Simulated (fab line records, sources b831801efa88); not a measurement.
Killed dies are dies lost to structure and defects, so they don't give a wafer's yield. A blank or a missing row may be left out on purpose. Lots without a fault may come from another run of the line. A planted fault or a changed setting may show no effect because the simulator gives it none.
Which tool did it? | flow sky130 | 6 lots, 18 wafers sampled, at 2 steps of a route of 708

WHAT THE GAUGES READ, wafer by wafer
SKY_CONTACT_THK_MEAS_03.
lot  | measured     | on            | CONTACT_HDPCVD_THK (nm)
L871 | day 32 16:22 | film_metro-03 | 561 557 554
L874 | day 33 06:31 | film_metro-04 | 562 564 569
L876 | day 33 21:51 | film_metro-04 | 569 565 564
L881 | day 35 19:17 | film_metro-03 | 566 566 569
L886 | day 36 21:00 | film_metro-02 | 796 796 572
L892 | day 38 11:36 | film_metro-03 | 567 573 568

WHICH TOOL RAN EACH LOT (tool, then ch and the chambers of the sampled wafers, then the start)
lot  | SKY_CONTACT_HDPCVD_02
L871 | hdpcvd-02 ch 0,1,2, day 32 16:17
L874 | hdpcvd-02 ch 0,1,2, day 33 06:28
L876 | hdpcvd-01 ch 0,2, day 33 21:47
L881 | hdpcvd-01 ch 1,2, day 35 19:11
L886 | hdpcvd-02 ch 0,1,2, day 36 20:55
L892 | hdpcvd-01 ch 0,2, day 38 11:32
- SKY_CONTACT_HDPCVD_02: deposits SiO2, target thk 565 nm, time 94.2 s.

THE ANSWER, worked out from the rows above alone
Rule: what is usual is taken from the lots themselves. Put in order of their means at a reading, lots are off if they are a third of the lots or fewer, leave a main group of 4 or more, and stand apart from it by a gap of 3 or more times the standard deviation of the main group's means; of several such gaps the widest counts. A main group whose means are all the same, to the digits that the tables above print for the reading, isn't used. A lot without any number at a reading at which 4 lots or more have one is off too. The other lots that the step has rows for count as sound.
Off: L886, at SKY_CONTACT_THK_MEAS_03 (CONTACT_HDPCVD_THK). The main group: mean 565 nm, standard deviation 4.1.
A tool fits if, at a process step before that reading, it ran every lot that is off, and no sound lot after the first of them. The gauges at SKY_CONTACT_THK_MEAS_03 are tried like those tools. Can't be told from this: 2 tools fit, hdpcvd-02 at SKY_CONTACT_HDPCVD_02, film_metro-02 at SKY_CONTACT_THK_MEAS_03.

WHAT THE SIMULATOR HAD PUT IN
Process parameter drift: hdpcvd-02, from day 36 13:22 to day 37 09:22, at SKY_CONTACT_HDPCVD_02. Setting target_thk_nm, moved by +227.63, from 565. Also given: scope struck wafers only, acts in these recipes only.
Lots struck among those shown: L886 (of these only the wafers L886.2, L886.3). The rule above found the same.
